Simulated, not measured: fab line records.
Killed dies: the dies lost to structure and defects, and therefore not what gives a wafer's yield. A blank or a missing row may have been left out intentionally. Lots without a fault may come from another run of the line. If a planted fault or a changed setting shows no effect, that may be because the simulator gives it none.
fab line records	flow sky130
record lots=7	wafers=21	last-day=50
route steps=708 shown VT_ADJUST_LVTN@104 VT_ADJUST_NCORE@119 PAD_OPEN@708
lots untouched by any fault: they come from a run of this same line in which no faults occurred
start-h: hours from the record's opening day to when the first of the lot's shown wafers began	wait-h: hours from the lot's prior step to this one	" repeats the value in the row above	L1.1+2: several wafers, shown together as one row	- either no value or no given start	* or withheld: withheld	< > ~ a bound
route shown NAME@n: NAME is a module with steps in the file, n the number in the route of the first one	usual: average and standard deviation across the fault-free wafers	same: alike in all rows	chamber/n: place in a boat	sites: each site's reading	_std_site: their standard deviation	_edge_site: mean of outer sites minus mean of inner sites	radius-mm: for every site, how far away it sits from the centre of the wafer	mask NAME#n: copy n	behind: the most recent tool/chamber to have shaped the wafer	hold: why the lot was held/for how many hours/how that ended	device: the n, p or np transistor that did not switch	end of line: the tests these same wafers got at the end of their route	a step given without rows: its recipe and nothing more	killed: dies that structure and defects cost at the first sort, which is not the same as the wafer's yield	map: dies across one wafer; x = killed, . = not, _ = none there
set.NAME: the setting the step ran with; set.NAME@STEP: the setting that earlier step ran with	model.NAME: the simulator's own value behind a step, which no gauge read
lots seen at some steps along the route; tables by step, rows by wafer
services: when a tool's chamber went out of use (start-h, in hours from the record's first day, below 0 if earlier), for how many hours, and the reason
## steps
# step SKY_VT_ADJUST_LVTN_OVL_MEAS_07
# usual VT_ADJUST_LVTN_OVL=0.2/1.8
lot.wafer	tool	chamber	start-h	wait-h	VT_ADJUST_LVTN_OVL[nm]
L433.4	overlay-01	-	161.56	-	0.1
L433.5	"	-	"	"	-2.3
L433.6	"	-	"	"	0.0
L439.1	overlay-02	-	204.44	-	1.4
L439.2	"	-	"	"	2.4
L439.4	"	-	"	"	2.2
L446.1	overlay-02	-	250.06	-	0.2
L446.3	"	-	"	"	-0.2
L446.6	"	-	"	"	-0.3
L445.1	overlay-01	-	251.74	-	-1.9
L445.2	"	-	"	"	-1.0
L445.4	"	-	"	"	-0.8
L447.1	overlay-02	-	260.72	-	-1.5
L447.2	"	-	"	"	-0.8
L447.3	"	-	"	"	-3.4
L450.2	overlay-01	-	303.44	-	-2.0
L450.4	"	-	"	"	-2.9
L450.5	"	-	"	"	-2.4
L451.2	overlay-01	-	303.77	-	-0.5
L451.4	"	-	"	"	0.6
L451.5	"	-	"	"	0.3
# step SKY_VT_ADJUST_LVTN_IMPLANT_08
# recipe species=B	energy-kev=30	dose-cm2=1.57e+12	tilt-deg=withheld
# step SKY_VT_ADJUST_LVTN_STRIP_09
# recipe chemistry=O2/N2	power-w=1400	pressure-mtorr=1500	platen-temp-c=withheld	o2-flow-sccm=3000	n2-flow-sccm=300	overash-fraction=0.5
# usual chamber-pressure-mTorr=1499.8/1.3	drypump-motor-current-A=5.9/0.36	oes-product-au=0.722/0.0042	strip-time-to-endpoint-s=36.95/0.097
lot.wafer	tool	chamber	start-h	wait-h	chamber-pressure-mTorr	drypump-motor-current-A	oes-product-au	rf-hours-counter-h	strip-time-to-endpoint-s
L433.4	plasma-asher-02	0	161.76	0.1	1498.1	5.8	0.727	-	37.14
L433.5	"	1	"	"	1499.9	6.1	0.721	-	36.92
L433.6	"	0	"	"	1499.5	5.8	0.722	-	37.01
L439.1	plasma-asher-04	0	204.62	0.1	1498.8	5.6	0.721	57	36.98
L439.2	"	1	"	"	1497.2	5.9	0.719	57	36.96
L439.4	"	1	"	"	1501.4	5.9	0.729	-	36.89
L446.1	plasma-asher-04	0	250.25	0.1	1501.2	5.6	0.720	61	36.84
L446.3	"	1	"	"	1498.8	5.9	0.725	-	36.87
L446.6	"	0	"	"	1499.7	5.6	0.713	-	36.91
L445.1	plasma-asher-02	1	251.92	0.1	1497.7	6.1	0.713	62	37.13
L445.2	"	0	"	"	1498.9	5.9	0.721	62	37.09
L445.4	"	1	"	"	1500.1	6.1	0.722	-	37.05
L447.1	plasma-asher-03	1	260.91	0.1	1499.1	6.4	0.722	12	36.90
L447.2	"	0	"	"	1500.6	5.4	0.724	12	36.92
L447.3	"	0	"	"	1500.5	5.4	0.713	-	36.92
L450.2	plasma-asher-02	1	303.62	0.1	1496.4	6.1	0.723	67	37.05
L450.4	"	0	"	"	1499.2	5.8	0.725	-	36.99
L450.5	"	1	"	"	1500.4	6.1	0.723	-	36.92
L451.2	plasma-asher-04	1	303.95	0.1	1500.0	5.9	0.716	67	36.98
L451.4	"	1	"	"	1499.6	5.9	0.721	-	36.81
L451.5	"	0	"	"	1500.0	5.6	0.727	-	36.88
# step SKY_VT_ADJUST_LVTN_TW_MEAS_10
# usual VT_ADJUST_LVTN_TW=242.0/0.86
lot.wafer	tool	chamber	start-h	wait-h	VT_ADJUST_LVTN_TW
L433.4	film-metro-02	-	161.85	0.1	242.8
L433.5	"	-	"	"	241.2
L433.6	"	-	"	"	241.0
L439.1	film-metro-02	-	204.72	0.1	241.0
L439.2	"	-	"	"	241.5
L439.4	"	-	"	"	241.8
L446.1	film-metro-03	-	250.35	0.1	241.6
L446.3	"	-	"	"	242.2
L446.6	"	-	"	"	242.5
L445.1	film-metro-02	-	252.02	0.1	242.4
L445.2	"	-	"	"	242.5
L445.4	"	-	"	"	243.5
L447.1	film-metro-02	-	261.01	0.1	242.6
L447.2	"	-	"	"	243.0
L447.3	"	-	"	"	242.6
L450.2	film-metro-04	-	303.73	0.1	241.3
L450.4	"	-	"	"	242.6
L450.5	"	-	"	"	242.3
L451.2	film-metro-02	-	304.06	0.1	241.7
L451.4	"	-	"	"	241.5
L451.5	"	-	"	"	240.9
# step SKY_VT_ADJUST_LVTN_DEHYDRATE_11
# recipe temp-c=200	time-s=60
# step SKY_VT_ADJUST_LVTN_HMDS_12
# recipe prime-time-s=60	prime-temp-c=120
# step SKY_VT_ADJUST_LVTN_COAT_13
# recipe resist=NOVOLAK	spin-rpm=3000	resist-thk-nm=1140
# step SKY_VT_ADJUST_LVTN_SOFTBAKE_14
# recipe temp-c=90	time-s=60	resist=NOVOLAK
# step SKY_VT_ADJUST_LVTN_EXPOSE_15
# recipe mask-id=HVN_STD_DERIVED	na=0.6	source-shape=conventional	sigma-outer=0.6	polarization=unpolarized	target-cd-nm=600	dose-mj=163
# step SKY_VT_ADJUST_LVTN_PEB_16
# recipe temp-c=withheld	time-s=*	resist=NOVOLAK
# step SKY_VT_ADJUST_LVTN_DEVELOP_17
# recipe resist=NOVOLAK	developer=TMAH	develop-time-s=60	dev-temp-c=23
# step SKY_VT_ADJUST_LVTN_OVL_MEAS_18
# usual VT_ADJUST_LVTN_01_OVL=-1.9/1.8
lot.wafer	tool	chamber	start-h	wait-h	VT_ADJUST_LVTN_01_OVL[nm]
L433.4	overlay-02	-	181.03	0.1	0.3
L433.5	"	-	"	"	0.1
L433.6	"	-	"	"	1.3
L439.1	overlay-02	-	226.86	0.1	-3.5
L439.2	"	-	"	"	-1.9
L439.4	"	-	"	"	-0.9
L446.1	overlay-02	-	274.69	0.1	-3.5
L446.3	"	-	"	"	-4.4
L446.6	"	-	"	"	-4.5
L445.1	overlay-02	-	276.59	0.1	1.5
L445.2	"	-	"	"	1.6
L445.4	"	-	"	"	1.5
L447.1	overlay-01	-	285.42	0.1	-4.9
L447.2	"	-	"	"	-3.7
L447.3	"	-	"	"	-5.8
L450.2	overlay-01	-	329.62	0.1	-3.9
L450.4	"	-	"	"	-2.5
L450.5	"	-	"	"	-5.0
L451.2	overlay-02	-	330.68	0.1	1.0
L451.4	"	-	"	"	-0.9
L451.5	"	-	"	"	-1.2
# step SKY_VT_ADJUST_LVTN_IMPLANT_19
# recipe species=B	energy-kev=30	dose-cm2=6.5e+11	tilt-deg=withheld
# usual dose-ions-cm2=6.498e+11/7.1e+08	end-station-pressure-torr=5.01e-06/2.4e-07	faraday-current-uA=3.67/0.072
lot.wafer	tool	chamber	start-h	wait-h	dose-ions-cm2	end-station-pressure-torr	faraday-current-uA
L433.4	implanter-02	0	181.12	0.1	6.51e+11	5.34e-06	3.75
L433.5	"	0	"	"	6.492e+11	4.77e-06	3.65
L433.6	"	0	"	"	6.494e+11	5.07e-06	3.71
L439.1	implanter-03	0	226.90	0.0	6.5e+11	4.83e-06	3.65
L439.2	"	0	"	"	6.494e+11	5.38e-06	3.67
L439.4	"	0	"	"	6.495e+11	4.9e-06	3.61
L446.1	implanter-03	0	274.72	0.0	8.997e+11	4.98e-06	5.08
L446.3	"	0	"	"	8.984e+11	4.67e-06	5.01
L446.6	"	0	"	"	8.99e+11	4.95e-06	5.01
L445.1	implanter-03	0	276.62	0.0	8.992e+11	5.22e-06	5.10
L445.2	"	0	"	"	8.984e+11	4.84e-06	5.03
L445.4	"	0	"	"	8.985e+11	4.99e-06	5.04
L447.1	implanter-03	0	285.46	0.0	8.992e+11	5.05e-06	5.17
L447.2	"	0	"	"	8.986e+11	4.88e-06	5.00
L447.3	"	0	"	"	8.992e+11	5.04e-06	5.09
L450.2	implanter-02	0	329.67	0.0	6.501e+11	5.23e-06	3.59
L450.4	"	0	"	"	6.505e+11	4.93e-06	3.66
L450.5	"	0	"	"	6.496e+11	5.39e-06	3.60
L451.2	implanter-04	0	330.73	0.0	6.503e+11	5.08e-06	3.68
L451.4	"	0	"	"	6.498e+11	4.89e-06	3.74
L451.5	"	0	"	"	6.487e+11	5.39e-06	3.71
# step SKY_VT_ADJUST_LVTN_STRIP_20
# recipe chemistry=O2/N2	power-w=1400	pressure-mtorr=1500	platen-temp-c=withheld	o2-flow-sccm=3000	n2-flow-sccm=300	overash-fraction=0.5
# usual chamber-pressure-mTorr=1500.2/1.5	drypump-motor-current-A=5.9/0.37	oes-product-au=0.716/0.0044	strip-time-to-endpoint-s=14.18/0.039
lot.wafer	tool	chamber	start-h	wait-h	chamber-pressure-mTorr	drypump-motor-current-A	oes-product-au	rf-hours-counter-h	strip-time-to-endpoint-s
L433.4	plasma-asher-04	1	181.23	0.1	1501.8	6.0	0.719	-	14.19
L433.5	"	0	"	"	1501.0	5.6	0.717	-	14.23
L433.6	"	1	"	"	1499.7	5.9	0.719	-	14.22
L439.1	plasma-asher-02	1	227.05	0.1	1501.8	6.1	0.716	59	14.13
L439.2	"	0	"	"	1497.5	5.9	0.723	59	14.12
L439.4	"	1	"	"	1499.4	6.1	0.722	-	14.20
L446.1	plasma-asher-04	0	274.87	0.1	1498.0	5.6	0.708	64	14.22
L446.3	"	0	"	"	1499.6	5.6	0.723	-	14.21
L446.6	"	1	"	"	1499.4	5.9	0.719	-	14.24
L445.1	plasma-asher-02	1	276.77	0.1	1501.0	6.1	0.709	64	14.20
L445.2	"	0	"	"	1499.9	5.9	0.715	64	14.17
L445.4	"	1	"	"	1498.8	6.2	0.717	-	14.22
L447.1	plasma-asher-03	1	285.61	0.1	1500.1	6.4	0.711	15	14.12
L447.2	"	0	"	"	1500.8	5.4	0.723	15	14.13
L447.3	"	1	"	"	1498.7	6.4	0.717	-	14.12
L450.2	plasma-asher-03	1	329.80	0.1	1499.1	6.4	0.718	19	14.20
L450.4	"	0	"	"	1497.8	5.4	0.718	-	14.23
L450.5	"	1	"	"	1498.8	6.4	0.721	-	14.21
L451.2	plasma-asher-02	1	330.86	0.1	1498.4	6.2	0.713	70	14.14
L451.4	"	0	"	"	1499.2	5.9	0.715	-	14.21
L451.5	"	0	"	"	1502.0	5.9	0.720	-	14.13
# step SKY_VT_ADJUST_LVTN_TW_MEAS_21
# usual VT_ADJUST_LVTN_2_TW=188.3/0.97
lot.wafer	tool	chamber	start-h	wait-h	VT_ADJUST_LVTN_2_TW
L433.4	film-metro-03	-	181.33	0.1	185.9
L433.5	"	-	"	"	187.2
L433.6	"	-	"	"	187.7
L439.1	film-metro-04	-	227.15	0.1	187.4
L439.2	"	-	"	"	188.2
L439.4	"	-	"	"	188.8
L446.1	film-metro-03	-	274.97	0.1	205.7
L446.3	"	-	"	"	206.2
L446.6	"	-	"	"	205.1
L445.1	film-metro-03	-	276.87	0.1	206.7
L445.2	"	-	"	"	205.9
L445.4	"	-	"	"	206.0
L447.1	film-metro-04	-	285.71	0.1	206.2
L447.2	"	-	"	"	206.8
L447.3	"	-	"	"	206.5
L450.2	film-metro-02	-	329.91	0.1	190.0
L450.4	"	-	"	"	190.5
L450.5	"	-	"	"	189.4
L451.2	film-metro-03	-	330.97	0.1	186.7
L451.4	"	-	"	"	188.4
L451.5	"	-	"	"	187.4
# step SKY_VT_ADJUST_NCORE_DEHYDRATE_00
# recipe temp-c=200	time-s=60
# step SKY_PAD_OPEN_PROBE_99
# usual killed_at_M0_to_M3=43/6.6	killed_at_M4_up=3.1/1.6	killed-at-contacts=23/5.6	killed-at-front-end=15/4.2	killed-at-other=0.2/0.43	killed-dies=85/9.3	killed-open=46/6.6	killed-short=39/6.2
# same gross-dies=492	killed-at-back-side=0
lot.wafer	tool	chamber	start-h	wait-h	killed_at_M0_to_M3	killed_at_M4_up	killed-at-contacts	killed-at-front-end	killed-at-other	killed-dies	killed-open	killed-short	model.etest.res-pwell-under-gate.rs-ohm-sq	model.etest.nfet-g5v0d10v5.body-rise-v	model.etest.nfet_16v.body-rise-v	model.etest.nfet-g5v0d10v5.vt-sat-v	model.etest.nfet-g5v0d10v5.vt-v	model.etest.nfet_16v.vt-v	model.etest.nfet-g5v0d10v5.vt-long-v
L433.4	prober-01	-	1095.62	0.2	47	4	25	10	0	86	48	38	2294	0.6646	0.6595	0.7496	0.8106	0.7628	0.8075
L433.5	prober-01	-	1095.67	0.2	31	2	25	16	0	74	39	35	2285	0.6545	0.6496	0.7447	0.801	0.7484	0.7951
L433.6	prober-01	-	1095.72	0.2	37	3	16	9	0	65	43	22	2290	0.6664	0.6595	0.7607	0.8214	0.761	0.8106
L439.1	prober-02	-	1131.02	0.1	47	2	20	8	0	77	50	27	2265	0.6629	0.658	0.7512	0.8111	0.7615	0.8013
L439.2	prober-02	-	1131.07	0.1	53	2	22	16	0	93	47	46	2267	0.6648	0.6584	0.7462	0.8041	0.7592	0.8009
L439.4	prober-02	-	1131.17	0.2	47	5	27	11	0	90	42	48	2268	0.6554	0.6498	0.7366	0.7977	0.7435	0.789
L445.1	prober-02	-	1170.83	0.1	42	1	23	16	0	82	38	44	2249	0.7197	0.7118	0.7985	0.8519	0.7935	0.8369
L445.2	prober-02	-	1170.88	0.1	48	3	28	19	0	98	57	41	2259	0.7084	0.7026	0.7827	0.8327	0.777	0.8187
L445.4	prober-02	-	1170.98	0.2	55	3	35	16	1	110	60	50	2269	0.7194	0.7153	0.7955	0.8484	0.7922	0.8317
L446.1	prober-02	-	1173.15	0.1	47	2	17	19	0	85	45	40	2249	0.7154	0.7084	0.7925	0.8469	0.7934	0.8364
L446.3	prober-02	-	1173.25	0.2	44	4	24	18	0	90	53	37	2243	0.7062	0.7002	0.7859	0.84	0.7841	0.8256
L446.6	prober-02	-	1173.40	0.2	40	4	26	12	0	82	43	39	2264	0.7058	0.6995	0.7884	0.8397	0.7874	0.8295
L447.1	prober-01	-	1174.43	0.1	38	5	13	18	1	75	35	40	2255	0.6999	0.6929	0.7901	0.8444	0.784	0.8296
L447.2	prober-01	-	1174.48	0.1	53	5	26	19	0	103	53	50	2254	0.6955	0.688	0.7891	0.8405	0.7768	0.8199
L447.3	prober-01	-	1174.53	0.2	44	6	27	15	0	92	53	39	2230	0.6933	0.6876	0.7797	0.831	0.7714	0.8141
L451.2	prober-02	-	1199.90	0.1	35	2	26	7	0	70	33	37	2288	0.6859	0.6804	0.7699	0.8254	0.771	0.8139
L451.4	prober-02	-	1200.00	0.2	41	2	29	13	0	85	45	40	2271	0.687	0.68	0.7756	0.8295	0.7723	0.8129
L451.5	prober-02	-	1200.05	0.2	33	4	32	17	1	87	45	42	2292	0.6732	0.6672	0.7678	0.8215	0.7641	0.8077
L450.2	prober-01	-	1201.40	0.1	50	4	20	14	0	88	46	42	2305	0.6775	0.6736	0.7675	0.8215	0.7622	0.8066
L450.4	prober-01	-	1201.50	0.2	43	5	15	13	0	76	39	37	2287	0.6858	0.6815	0.7783	0.8294	0.7751	0.8195
L450.5	prober-01	-	1201.55	0.2	45	3	18	11	0	77	40	37	2294	0.6958	0.6898	0.7856	0.845	0.7849	0.8318
# killed by level:class
L433.4 CONTACT:geometric-particle:open=11 VIA1:geometric-particle:open=8 LI_CONTACT:geometric-particle:open=7 METAL2:geometric-particle:short=7 VIA2:geometric-particle:open=6 VIA3:geometric-particle:short=5 METAL1:geometric-particle:short=5 FIELD_ISO:geometric-particle:open=4
L433.5 CONTACT:geometric-particle:open=10 FIELD_ISO:geometric-particle:open=8 VIA1:geometric-particle:open=6 LOCAL_INTERCONNECT:geometric-particle:short=5 VIA3:geometric-particle:open=5 VIA1:geometric-particle:short=4 LI_CONTACT:geometric-particle:short=4 METAL1:geometric-particle:short=4
L433.6 VIA1:geometric-particle:open=11 METAL1:geometric-particle:short=8 VIA3:geometric-particle:open=8 LI_CONTACT:geometric-particle:open=5 CONTACT:geometric-particle:open=5 POLY_GATE:geometric-particle:open=4 VIA1:geometric-particle:short=4 VIA2:geometric-particle:open=4
L439.1 VIA1:geometric-particle:open=11 CONTACT:geometric-particle:open=9 LI_CONTACT:geometric-particle:open=8 METAL1:geometric-particle:short=8 VIA3:geometric-particle:open=8 METAL2:geometric-particle:short=6 VIA2:geometric-particle:open=5 POLY_GATE:geometric-particle:short=2
L439.2 VIA1:geometric-particle:open=9 CONTACT:geometric-particle:open=9 POLY_GATE:geometric-particle:short=7 VIA1:geometric-particle:short=7 METAL2:geometric-particle:short=7 VIA3:geometric-particle:open=7 LI_CONTACT:geometric-particle:open=6 VIA2:geometric-particle:open=6
L439.4 LOCAL_INTERCONNECT:geometric-particle:short=9 VIA1:geometric-particle:open=8 VIA2:geometric-particle:short=7 LI_CONTACT:geometric-particle:open=6 CONTACT:geometric-particle:open=6 VIA3:geometric-particle:open=6 VIA2:geometric-particle:open=6 FIELD_ISO:geometric-particle:open=5
L445.1 LI_CONTACT:geometric-particle:open=8 VIA1:geometric-particle:open=7 METAL1:geometric-particle:short=6 CONTACT:geometric-particle:short=5 POLY_GATE:geometric-particle:short=5 VIA1:geometric-particle:short=5 VIA2:geometric-particle:open=5 LI_CONTACT:geometric-particle:short=4
L445.2 VIA1:geometric-particle:open=15 CONTACT:geometric-particle:open=7 VIA3:geometric-particle:open=7 CONTACT:geometric-particle:short=6 VIA2:geometric-particle:open=6 LI_CONTACT:geometric-particle:open=5 LOCAL_INTERCONNECT:geometric-particle:short=5 FIELD_ISO:geometric-particle:open=4
L445.4 CONTACT:geometric-particle:open=13 VIA1:geometric-particle:open=12 LI_CONTACT:geometric-particle:open=10 LI_CONTACT:geometric-particle:short=7 METAL2:geometric-particle:short=6 VIA2:geometric-particle:open=6 POLY_GATE:geometric-particle:open=5 POLY_GATE:geometric-particle:short=5
L446.1 VIA1:geometric-particle:open=12 VIA1:geometric-particle:short=8 FIELD_ISO:geometric-particle:short=5 CONTACT:geometric-particle:open=5 METAL1:geometric-particle:short=5 VIA2:geometric-particle:open=5 FIELD_ISO:geometric-particle:open=4 LOCAL_INTERCONNECT:geometric-particle:short=4
L446.3 LI_CONTACT:geometric-particle:open=11 VIA1:geometric-particle:open=10 VIA2:geometric-particle:open=10 CONTACT:geometric-particle:open=7 VIA1:geometric-particle:short=6 FIELD_ISO:geometric-particle:open=5 FIELD_ISO:geometric-particle:short=4 LOCAL_INTERCONNECT:geometric-particle:short=4
L446.6 VIA1:geometric-particle:open=14 CONTACT:geometric-particle:open=8 VIA3:geometric-particle:open=8 LOCAL_INTERCONNECT:geometric-particle:short=7 LI_CONTACT:geometric-particle:open=5 FIELD_ISO:geometric-particle:short=4 CONTACT:geometric-particle:short=4 METAL3:geometric-particle:short=4
L447.1 FIELD_ISO:geometric-particle:short=7 VIA1:geometric-particle:open=7 METAL1:geometric-particle:short=6 METAL2:geometric-particle:short=5 VIA1:geometric-particle:short=5 VIA2:geometric-particle:open=5 LI_CONTACT:geometric-particle:open=4 CONTACT:geometric-particle:open=4
L447.2 VIA1:geometric-particle:open=14 CONTACT:geometric-particle:open=10 METAL2:geometric-particle:short=8 FIELD_ISO:geometric-particle:short=7 VIA3:geometric-particle:open=7 VIA2:geometric-particle:open=6 LI_CONTACT:geometric-particle:open=5 VIA3:geometric-particle:short=5
L447.3 CONTACT:geometric-particle:open=12 VIA1:geometric-particle:open=12 METAL2:geometric-particle:short=9 VIA3:geometric-particle:open=8 LI_CONTACT:geometric-particle:open=7 LI_CONTACT:geometric-particle:short=5 METAL4:geometric-particle:short=5 FIELD_ISO:geometric-particle:open=3
L451.2 CONTACT:geometric-particle:open=10 VIA1:geometric-particle:open=8 LOCAL_INTERCONNECT:geometric-particle:short=6 VIA2:geometric-particle:open=6 FIELD_ISO:geometric-particle:short=5 CONTACT:geometric-particle:short=4 METAL2:geometric-particle:short=4 VIA3:geometric-particle:open=4
L451.4 CONTACT:geometric-particle:open=15 VIA2:geometric-particle:open=7 VIA3:geometric-particle:open=7 CONTACT:geometric-particle:short=6 METAL3:geometric-particle:short=6 FIELD_ISO:geometric-particle:open=5 FIELD_ISO:geometric-particle:short=5 VIA2:geometric-particle:short=5
L451.5 CONTACT:geometric-particle:open=13 CONTACT:geometric-particle:short=8 VIA2:geometric-particle:open=7 LOCAL_INTERCONNECT:geometric-particle:short=6 LI_CONTACT:geometric-particle:open=5 VIA1:geometric-particle:short=5 VIA1:geometric-particle:open=5 FIELD_ISO:geometric-particle:short=4
L450.2 CONTACT:geometric-particle:open=10 VIA2:geometric-particle:open=9 VIA3:geometric-particle:open=8 VIA1:geometric-particle:open=7 VIA1:geometric-particle:short=6 FIELD_ISO:geometric-particle:short=5 VIA2:geometric-particle:short=5 METAL3:geometric-particle:short=5
L450.4 VIA1:geometric-particle:open=10 VIA3:geometric-particle:open=8 CONTACT:geometric-particle:open=7 VIA3:geometric-particle:short=7 POLY_GATE:geometric-particle:short=5 VIA2:geometric-particle:open=5 METAL1:geometric-particle:short=5 LI_CONTACT:geometric-particle:open=4
L450.5 VIA3:geometric-particle:open=8 VIA2:geometric-particle:open=7 CONTACT:geometric-particle:open=7 LOCAL_INTERCONNECT:geometric-particle:short=6 VIA1:geometric-particle:open=6 VIA1:geometric-particle:short=5 VIA2:geometric-particle:short=5 LI_CONTACT:geometric-particle:open=4
## services
tool	chamber	start-h	hours	kind
implanter-02	-	152.98	4.2	pm
implanter-02	-	165.81	1.4	repair
plasma-asher-03	-	173.69	13.6	repair
implanter-03	-	178.15	7.4	repair
implanter-03	-	192.60	3.0	repair
plasma-asher-04	-	207.58	3.2	repair
implanter-03	-	208.37	4.2	pm
implanter-04	-	259.84	4.4	pm
implanter-04	-	264.27	3.2	pm
plasma-asher-04	-	271.88	2.8	repair
plasma-asher-03	-	278.06	2.0	repair
plasma-asher-03	-	288.80	1.2	repair
plasma-asher-03	-	299.98	2.8	pm
## key
first-sign step=SKY_VT_ADJUST_LVTN_IMPLANT_19	reading=dose-ions-cm2	direction=up	sigmas=99+	usual=*	struck=*
effect step=SKY_VT_ADJUST_LVTN_IMPLANT_19	reading=faraday-current-uA	direction=up	sigmas=19	usual=3.67	struck=5.06
effect step=SKY_VT_ADJUST_LVTN_TW_MEAS_21	reading=VT_ADJUST_LVTN_2_TW	direction=up	sigmas=18	usual=188.3	struck=206.1
model-effect step=SKY_PAD_OPEN_PROBE_99	value=etest.res-pwell-under-gate.rs-ohm-sq	without=2297	struck=2252
met-at SKY_VT_ADJUST_LVTN_IMPLANT_19
struck-wafers L445.1,L445.2,L445.4,L446.1,L446.3,L446.6,L447.1,L447.2,L447.3
tester-left-out L445,L446,L447
onset-between 226.90 274.72
fault kind=process-parameter-drift	tool=implanter-03	chamber=-	onset-h=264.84	steps=SKY_VT_ADJUST_LVTN_IMPLANT_19	channel=dose-cm2	offset=*	shape=step	end-h=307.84	acts-in=*	stated=*
# tester-left-out: of these lots the tester's yield and bins aren't shown, on N5 and GAA mostly nor the transistor test; their killed dies are dies lost to structure and defects alone, not to doping, threshold or leakage, so they don't give the yield
